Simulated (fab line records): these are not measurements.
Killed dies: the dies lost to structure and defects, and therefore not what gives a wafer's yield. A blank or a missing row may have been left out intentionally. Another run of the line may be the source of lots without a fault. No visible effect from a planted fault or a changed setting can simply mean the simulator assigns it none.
Which of the tools did it?	flow sky130	12 lots with 36 wafers sampled at 4 steps, on a route of 708 steps

== WHAT THE GAUGES READ, wafer by wafer ==
SKY_VIA3_OVL_MEAS_13.
lot	measured	on	VIA3_OVL (nm)
L075	day 40 06:23	overlay-02	7 3 5
L077	day 40 07:30	overlay-02	-5 -3 -9
L079	day 41 02:16	overlay-02	-5 -1 -2
L081	day 41 16:22	overlay-01	1 0 -3
L083	day 42 07:10	overlay-01	-2 -5 -1
L085	day 42 18:34	overlay-02	-11 -10 -8
L087	day 43 12:58	overlay-02	-10 -10 -6
L089	day 43 18:31	overlay-01	-16 -9 -6
L091	day 44 08:16	overlay-02	-4 -5 -9
L093	day 45 03:49	overlay-01	-11 -5 -6
L095	day 46 02:21	overlay-02	-11 -18 -17
L097	day 46 15:10	overlay-01	-5 -2 -1

== EACH LOT AND THE TOOL THAT RAN IT (in order: tool; ch and the chambers of the sampled wafers; start) ==
lot	SKY_VIA2_CMP_02	SKY_VIA2_ETCH_14	SKY_METAL3_METAL_ETCH_18
L075	cmp-02 ch 0,3, day 35 20:31	rieDiel-01 ch 1,2,3, day 36 23:05	rieMetal-01 ch 0,1, day 39 03:59
L077	cmp-02 ch 0,2, day 36 00:22	rieDiel-01 ch 1,2,3, day 37 01:59	rieMetal-04 ch 0,1, day 39 05:15
L079	cmp-01 ch 0,2,3, day 36 18:47	rieDiel-02 ch 0,2,3, day 37 20:43	rieMetal-01 ch 0,1, day 40 00:32
L081	cmp-02 ch 0,1,2, day 37 10:30	rieDiel-03 ch 1,2,3, day 38 12:05	rieMetal-02 ch 0,1, day 40 15:53
L083	cmp-02 ch 0,3, day 38 01:39	rieDiel-03 ch 0,3, day 39 03:29	rieMetal-02 ch 0,1, day 41 05:45
L085	cmp-01 ch 1,2, day 38 14:12	rieDiel-01 ch 0,1,2, day 39 15:41	rieMetal-02 ch 0,1, day 41 17:44
L087	cmp-02 ch 0,1,2, day 39 10:16	rieDiel-01 ch 1,2, day 40 10:14	rieMetal-04 ch 1, day 42 12:23
L089	cmp-02 ch 0,1,2, day 39 17:24	rieDiel-03 ch 0,2,3, day 40 17:29	rieMetal-04 ch 0,1, day 42 18:23
L091	cmp-01 ch 0,1,2, day 40 07:53	rieDiel-02 ch 0,2, day 41 07:32	rieMetal-01 ch 0,1, day 43 08:29
L093	cmp-01 ch 0,1,2, day 41 05:48	rieDiel-01 ch 0,1,2, day 42 05:23	rieMetal-02 ch 0,1, day 44 05:22
L095	cmp-01 ch 1,2,3, day 42 04:09	rieDiel-01 ch 0,2, day 43 04:05	rieMetal-01 ch 0,1, day 45 02:56
L097	cmp-02 ch 2,3, day 42 19:44	rieDiel-01 ch 0,3, day 43 19:02	rieMetal-01 ch 1, day 45 17:28
- SKY_VIA2_CMP_02: polishes SiO2.
- SKY_VIA2_ETCH_14: etches BARC in N2/H2, stops on SiO2, time 45.9 s, target depth 60 nm.
- SKY_METAL3_METAL_ETCH_18: etches the open film in Cl2/BCl3, stops on SiO2, target depth 845 nm, time 183.1 s.

== THE ANSWER, worked out from the rows above alone ==
Rule: the lots themselves supply what counts as usual. Put in order of their means at a reading, lots are off if they are a third of the lots or fewer, leave a main group of 4 or more, and stand apart from it by a gap of 3 or more times the standard deviation of the main group's means; of several such gaps the widest counts. A main group whose means are all the same, to the digits that the tables above print for the reading, isn't used. A lot without any number at a reading at which 4 lots or more have one is off too. Where the step has rows for the other lots, those lots are counted as sound.
Nothing can be told from this: no lot is off at any reading shown.

== WHAT WAS PUT IN BY THE SIMULATOR ==
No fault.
